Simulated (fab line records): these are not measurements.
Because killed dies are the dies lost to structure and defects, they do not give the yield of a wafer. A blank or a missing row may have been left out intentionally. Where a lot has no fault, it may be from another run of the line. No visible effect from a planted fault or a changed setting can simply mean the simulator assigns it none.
fab line records	flow gf180mcu
record lots=12	wafers=36	last-day=34
route steps=602 shown NWELL@51 VT_IMPLANT@119 POLY_GATE@168 HV_LDD@198
lots with no fault: from the same line, run without faults
start-h: hours from the record's first day to the start of the lot's first wafer shown	wait-h: how many hours have passed since the lot's step before this one	" same as the row above	L1.1+2: one row covering several wafers at once	- either no value or no given start	* or withheld: withheld	< > ~ a bound
route shown NAME@n: names a module that has steps shown in the file, with the first one's number in the route	usual: mean/standard deviation of fault-free wafers	same: alike in all rows	chamber/n: place in a boat	sites: the reading at each site	_std_site: how widely they spread, as a standard deviation	_edge_site: mean of outer sites minus mean of inner sites	radius-mm: how far each site lies from the wafer's centre	mask NAME#n: copy n	behind: tool/chamber where the wafer was last shaped	hold: the reason the lot was held/the length of the hold in hours/how it ended	device: the transistor (n, p or np) that didn't switch	end of line: tests of these same wafers at the route's end	step lacking rows: just its recipe	killed: the dies lost at the first sort to structure and to defects; this is not the yield of the wafer	map: dies across one wafer; x = killed, . = not, _ = none there
set.NAME: setting as actually run; set.NAME@STEP: the setting as run at that earlier step	model.NAME: the simulator's own value behind a step, which no gauge read
the route's steps for a sample of lots (tables are steps, rows are wafers)
services: when a tool's chamber went out of use (start-h, in hours from the record's first day, below 0 if earlier), for how many hours, and the reason
## steps
# step GF_NWELL_IMPLANT_09
# recipe species=P	energy-kev=160	dose-cm2=4e+12	tilt-deg=0
# usual dose-ions-cm2=4e+12/4.2e+09	faraday-current-uA=22.5/0.43
lot.wafer	tool	chamber	start-h	wait-h	dose-ions-cm2	faraday-current-uA
L786.4	implanter-04	0	67.41	0.1	3.993e+12	22.7
L786.5	"	0	"	"	3.994e+12	22.8
L786.6	"	0	"	"	4e+12	22.7
L785.1	implanter-02	0	68.23	0.1	4.013e+12	22.4
L785.3	"	0	"	"	4.005e+12	22.3
L785.6	"	0	"	"	4.003e+12	22.1
L787.1	implanter-04	0	74.72	0.1	4.005e+12	22.6
L787.3	"	0	"	"	4.005e+12	22.9
L787.4	"	0	"	"	4.005e+12	21.8
L789.1	implanter-02	0	78.93	0.1	4e+12	22.7
L789.2	"	0	"	"	4.001e+12	21.9
L789.4	"	0	"	"	3.999e+12	21.6
L790.2	implanter-04	0	86.80	0.1	2.6832e+13	149.5
L790.4	"	0	"	"	2.6825e+13	149.4
L790.5	"	0	"	"	2.6824e+13	153.5
L792.1	implanter-04	0	98.39	0.1	2.6825e+13	153.6
L792.2	"	0	"	"	2.6826e+13	148.3
L792.3	"	0	"	"	2.6829e+13	153.2
L795.2	implanter-04	0	110.56	0.1	2.6822e+13	148.7
L795.3	"	0	"	"	2.6826e+13	151.4
L795.5	"	0	"	"	2.6827e+13	145.2
L798.1	implanter-02	0	131.09	0.1	3.997e+12	22.7
L798.4	"	0	"	"	4e+12	22.1
L798.5	"	0	"	"	4e+12	22.1
L803.1	implanter-02	0	167.83	0.1	4e+12	21.9
L803.2	"	0	"	"	3.997e+12	22.3
L803.6	"	0	"	"	4.006e+12	22.2
L806.2	implanter-01	0	179.10	0.1	4e+12	23.2
L806.4	"	0	"	"	4.002e+12	22.9
L806.5	"	0	"	"	3.996e+12	22.8
L805.2	implanter-04	0	179.39	0.1	4.002e+12	22.2
L805.5	"	0	"	"	3.995e+12	23.1
L805.6	"	0	"	"	3.999e+12	22.0
L807.1	implanter-04	0	192.52	0.1	4.006e+12	22.3
L807.2	"	0	"	"	4.001e+12	22.3
L807.6	"	0	"	"	4e+12	22.0
# step GF_NWELL_TW_MEAS_11
# usual NWELL_TW=1554/19
lot.wafer	tool	chamber	start-h	wait-h	NWELL_TW
L786.4	film-metro-01	-	67.62	0.1	1550
L786.5	"	-	"	"	1568
L786.6	"	-	"	"	1556
L785.1	film-metro-02	-	68.48	0.1	1532
L785.3	"	-	"	"	1536
L785.6	"	-	"	"	1521
L787.1	film-metro-02	-	74.97	0.1	1533
L787.3	"	-	"	"	1538
L787.4	"	-	"	"	1522
L789.1	film-metro-02	-	79.18	0.1	1536
L789.2	"	-	"	"	1532
L789.4	"	-	"	"	1529
L790.2	film-metro-03	-	87.03	0.1	1928
L790.4	"	-	"	"	1936
L790.5	"	-	"	"	1938
L792.1	film-metro-01	-	98.64	0.1	1895
L792.2	"	-	"	"	1901
L792.3	"	-	"	"	1899
L795.2	film-metro-01	-	110.80	0.1	1896
L795.3	"	-	"	"	1901
L795.5	"	-	"	"	1885
L798.1	film-metro-01	-	131.34	0.1	1554
L798.4	"	-	"	"	1546
L798.5	"	-	"	"	1558
L803.1	film-metro-01	-	168.08	0.1	1551
L803.2	"	-	"	"	1546
L803.6	"	-	"	"	1555
L806.2	film-metro-01	-	179.34	0.1	1545
L806.4	"	-	"	"	1551
L806.5	"	-	"	"	1546
L805.2	film-metro-02	-	179.63	0.1	1530
L805.5	"	-	"	"	1536
L805.6	"	-	"	"	1541
L807.1	film-metro-01	-	192.77	0.1	1562
L807.2	"	-	"	"	1572
L807.6	"	-	"	"	1575
# step GF_VT_IMPLANT_OVL_MEAS_29
# usual VT_IMPLANT_02_OVL=0.3/1.5
lot.wafer	tool	chamber	start-h	wait-h	VT_IMPLANT_02_OVL[nm]
L786.4	overlay-02	-	152.06	0.1	0.3
L786.5	"	-	"	"	-0.9
L786.6	"	-	"	"	1.2
L785.1	overlay-02	-	153.23	0.1	0.2
L785.3	"	-	"	"	-1.4
L785.6	"	-	"	"	-0.6
L787.1	overlay-02	-	159.80	0.1	1.5
L787.3	"	-	"	"	0.6
L787.4	"	-	"	"	-0.3
L789.1	overlay-01	-	162.23	0.1	-0.8
L789.2	"	-	"	"	0.3
L789.4	"	-	"	"	1.0
L790.2	overlay-02	-	173.24	0.1	-1.4
L790.4	"	-	"	"	-2.6
L790.5	"	-	"	"	-1.7
L792.1	overlay-01	-	187.59	0.1	0.4
L792.2	"	-	"	"	-0.7
L792.3	"	-	"	"	1.6
L795.2	overlay-02	-	203.29	0.1	1.0
L795.3	"	-	"	"	2.8
L795.5	"	-	"	"	4.0
L798.1	overlay-02	-	229.43	0.1	2.6
L798.4	"	-	"	"	0.5
L798.5	"	-	"	"	2.4
L803.1	overlay-01	-	276.68	0.1	2.8
L803.2	"	-	"	"	3.8
L803.6	"	-	"	"	3.7
L806.2	overlay-02	-	288.69	0.1	0.5
L806.4	"	-	"	"	0.2
L806.5	"	-	"	"	0.1
L805.2	overlay-01	-	289.39	0.1	1.7
L805.5	"	-	"	"	1.0
L805.6	"	-	"	"	-0.3
L807.1	overlay-02	-	304.20	0.1	-0.1
L807.2	"	-	"	"	-2.6
L807.6	"	-	"	"	-1.1
# step GF_VT_IMPLANT_RS_MEAS_47
# recipe thk-meas-gauge=four-point-probe
# usual NWELL_RS=487.8/1.1
lot.wafer	tool	chamber	start-h	wait-h	NWELL_RS[ohm/sq]
L786.4	film-metro-02	-	167.53	0.1	489.7
L786.5	"	-	"	"	487.2
L786.6	"	-	"	"	490.1
L785.1	film-metro-02	-	169.32	0.1	489.0
L785.3	"	-	"	"	487.4
L785.6	"	-	"	"	489.7
L787.1	film-metro-01	-	176.00	0.1	488.6
L787.3	"	-	"	"	487.1
L787.4	"	-	"	"	487.7
L789.1	film-metro-03	-	179.12	0.1	486.5
L789.2	"	-	"	"	486.1
L789.4	"	-	"	"	486.8
L790.2	film-metro-01	-	189.92	0.1	310.1
L790.4	"	-	"	"	309.5
L790.5	"	-	"	"	309.3
L792.1	film-metro-03	-	205.50	0.1	309.4
L792.2	"	-	"	"	308.6
L792.3	"	-	"	"	308.9
L795.2	film-metro-01	-	221.67	0.1	308.5
L795.3	"	-	"	"	309.0
L795.5	"	-	"	"	309.3
L798.1	film-metro-01	-	248.22	0.1	488.7
L798.4	"	-	"	"	490.5
L798.5	"	-	"	"	488.5
L803.1	film-metro-03	-	296.65	0.1	486.5
L803.2	"	-	"	"	487.1
L803.6	"	-	"	"	487.9
L806.2	film-metro-03	-	309.12	0.1	489.7
L806.4	"	-	"	"	487.0
L806.5	"	-	"	"	488.0
L805.2	film-metro-03	-	310.47	0.1	486.8
L805.5	"	-	"	"	487.2
L805.6	"	-	"	"	488.5
L807.1	film-metro-01	-	325.35	0.1	489.4
L807.2	"	-	"	"	488.7
L807.6	"	-	"	"	488.8
# step GF_POLY_GATE_OVL_MEAS_11
# usual POLY_GATE_OVL=-1/5.7
lot.wafer	tool	chamber	start-h	wait-h	POLY_GATE_OVL[nm]
L786.4	overlay-01	-	206.02	0.1	-12
L786.5	"	-	"	"	-5
L786.6	"	-	"	"	-11
L785.1	overlay-01	-	207.92	0.1	-12
L785.3	"	-	"	"	-15
L785.6	"	-	"	"	-4
L787.1	overlay-01	-	214.88	0.1	-3
L787.3	"	-	"	"	3
L787.4	"	-	"	"	-6
L789.1	overlay-01	-	222.23	0.1	3
L789.2	"	-	"	"	4
L789.4	"	-	"	"	8
L790.2	overlay-01	-	230.88	0.1	2
L790.4	"	-	"	"	0
L790.5	"	-	"	"	1
L792.1	overlay-02	-	246.83	0.1	-3
L792.2	"	-	"	"	3
L792.3	"	-	"	"	0
L795.2	overlay-02	-	263.28	0.1	3
L795.3	"	-	"	"	4
L795.5	"	-	"	"	1
L798.1	overlay-01	-	292.99	0.1	4
L798.4	"	-	"	"	8
L798.5	"	-	"	"	8
L803.1	overlay-01	-	343.77	0.1	-1
L803.2	"	-	"	"	-2
L803.6	"	-	"	"	-2
L806.2	overlay-02	-	356.38	0.1	8
L806.4	"	-	"	"	9
L806.5	"	-	"	"	5
L805.2	overlay-01	-	359.91	0.1	-2
L805.5	"	-	"	"	-5
L805.6	"	-	"	"	2
L807.1	overlay-02	-	373.28	0.1	-5
L807.2	"	-	"	"	-1
L807.6	"	-	"	"	3
# step GF_HV_LDD_STRIP_22
# recipe chemistry=O2/N2	power-w=1400	pressure-mtorr=1500	platen-temp-c=250	o2-flow-sccm=3000	n2-flow-sccm=300	overash-fraction=0.5
# usual drypump-motor-current-A=6.0/0.4	heater-power-w=305/10	oes-product-au=0.716/0.0045	strip-time-to-endpoint-s=12.62/0.036
lot.wafer	tool	chamber	start-h	wait-h	drypump-motor-current-A	heater-power-w	oes-product-au	rf-hours-counter-h	strip-time-to-endpoint-s
L786.4	plasma-asher-03	0	245.30	0.1	5.9	313	0.719	-	12.61
L786.5	"	1	"	"	6.6	308	0.721	-	12.56
L786.6	"	0	"	"	5.9	315	0.715	-	12.64
L785.1	plasma-asher-03	0	247.91	0.1	5.9	308	0.716	44	12.65
L785.3	"	0	"	"	5.9	317	0.711	-	12.66
L785.6	"	1	"	"	6.6	302	0.720	-	12.67
L787.1	plasma-asher-03	0	254.96	0.1	5.9	315	0.727	45	12.63
L787.3	"	1	"	"	6.6	301	0.720	-	12.60
L787.4	"	0	"	"	5.9	315	0.707	-	12.61
L789.1	plasma-asher-01	1	261.76	0.1	5.5	313	0.723	64	12.63
L789.2	"	0	"	"	6.0	285	0.719	64	12.62
L789.4	"	1	"	"	5.6	297	0.707	-	12.66
L790.2	plasma-asher-03	0	271.29	0.1	5.9	312	0.720	46	12.60
L790.4	"	1	"	"	6.6	308	0.710	-	12.63
L790.5	"	1	"	"	6.6	303	0.716	-	12.68
L792.1	plasma-asher-02	0	286.91	0.1	5.3	309	0.717	67	12.62
L792.2	"	1	"	"	5.8	320	0.713	67	12.58
L792.3	"	1	"	"	5.8	325	0.717	-	12.61
L795.2	plasma-asher-03	1	307.70	0.1	6.5	302	0.723	50	12.58
L795.3	"	0	"	"	5.9	324	0.711	-	12.61
L795.5	"	1	"	"	6.6	299	0.716	-	12.62
L798.1	plasma-asher-01	0	335.96	0.1	6.0	290	0.715	72	12.51
L798.4	"	1	"	"	5.5	302	0.725	-	12.54
L798.5	"	0	"	"	6.0	284	0.708	-	12.51
L803.1	plasma-asher-03	1	390.24	0.1	6.6	303	0.714	57	12.66
L803.2	"	0	"	"	5.9	311	0.714	57	12.63
L803.6	"	1	"	"	6.6	305	0.718	-	12.62
L806.2	plasma-asher-03	1	404.55	0.1	6.6	301	0.716	58	12.62
L806.4	"	1	"	"	6.6	304	0.713	-	12.66
L806.5	"	1	"	"	6.6	297	0.707	-	12.62
L805.2	plasma-asher-03	1	409.89	0.1	6.6	308	0.714	59	12.60
L805.5	"	0	"	"	5.9	317	0.713	-	12.66
L805.6	"	1	"	"	6.6	298	0.715	-	12.62
L807.1	plasma-asher-01	1	421.06	0.1	5.5	304	0.719	80	12.64
L807.2	"	0	"	"	6.0	292	0.710	80	12.60
L807.6	"	1	"	"	5.5	303	0.713	-	12.65
## services
tool	chamber	start-h	hours	kind
implanter-01	-	47.62	4.0	repair
implanter-04	-	91.40	1.8	repair
implanter-04	-	102.98	6.1	pm
plasma-asher-02	-	103.24	0.4	repair
plasma-asher-02	-	109.04	2.8	pm
implanter-04	-	116.14	0.6	repair
implanter-02	-	186.55	6.4	pm
plasma-asher-03	-	196.21	4.2	repair
plasma-asher-03	-	210.44	14.3	repair
implanter-04	-	215.81	2.1	repair
implanter-02	-	224.31	6.0	repair
implanter-01	-	263.51	1.3	repair
plasma-asher-03	-	314.91	15.1	repair
plasma-asher-02	-	317.50	3.6	repair
plasma-asher-02	-	341.95	3.1	repair
plasma-asher-01	-	345.48	1.3	repair
plasma-asher-03	-	351.66	5.4	repair
plasma-asher-01	-	354.45	14.6	pm
implanter-02	-	357.62	29.5	pm
implanter-04	-	364.64	3.1	pm
plasma-asher-01	-	373.64	1.2	repair
implanter-04	-	384.11	2.3	pm
implanter-01	-	385.36	1.0	repair
implanter-02	-	402.43	4.9	pm
## key
first-sign step=GF_NWELL_IMPLANT_09	reading=dose-ions-cm2	direction=up	sigmas=99+	usual=4e+12	struck=2.6826e+13
effect step=GF_NWELL_IMPLANT_09	reading=faraday-current-uA	direction=up	sigmas=99+	usual=22.5	struck=150.3
effect step=GF_NWELL_TW_MEAS_11	reading=NWELL_TW	direction=up	sigmas=19	usual=1554	struck=1909
effect step=GF_VT_IMPLANT_RS_MEAS_47	reading=NWELL_RS	direction=down	sigmas=99+	usual=487.8	struck=309.2
met-at GF_NWELL_IMPLANT_09
struck-lots L790,L792,L795
tester-left-out L790,L792,L795
not-acting-at GF_VT_IMPLANT_OVL_MEAS_29,GF_POLY_GATE_OVL_MEAS_11,GF_HV_LDD_STRIP_22
onset-between 74.72 86.80
fault kind=process-parameter-drift	tool=implanter-04	chamber=-	onset-h=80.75	steps=GF_NWELL_IMPLANT_09	channel=dose-cm2	offset=2.2824e+13	shape=step	end-h=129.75	acts-in=these-recipes-only	stated=4e+12
# tester-left-out: of these lots the tester's yield and bins aren't shown, on N5 and GAA mostly nor the transistor test; their killed dies are dies lost to structure and defects alone, not to doping, threshold or leakage, so they don't give the yield
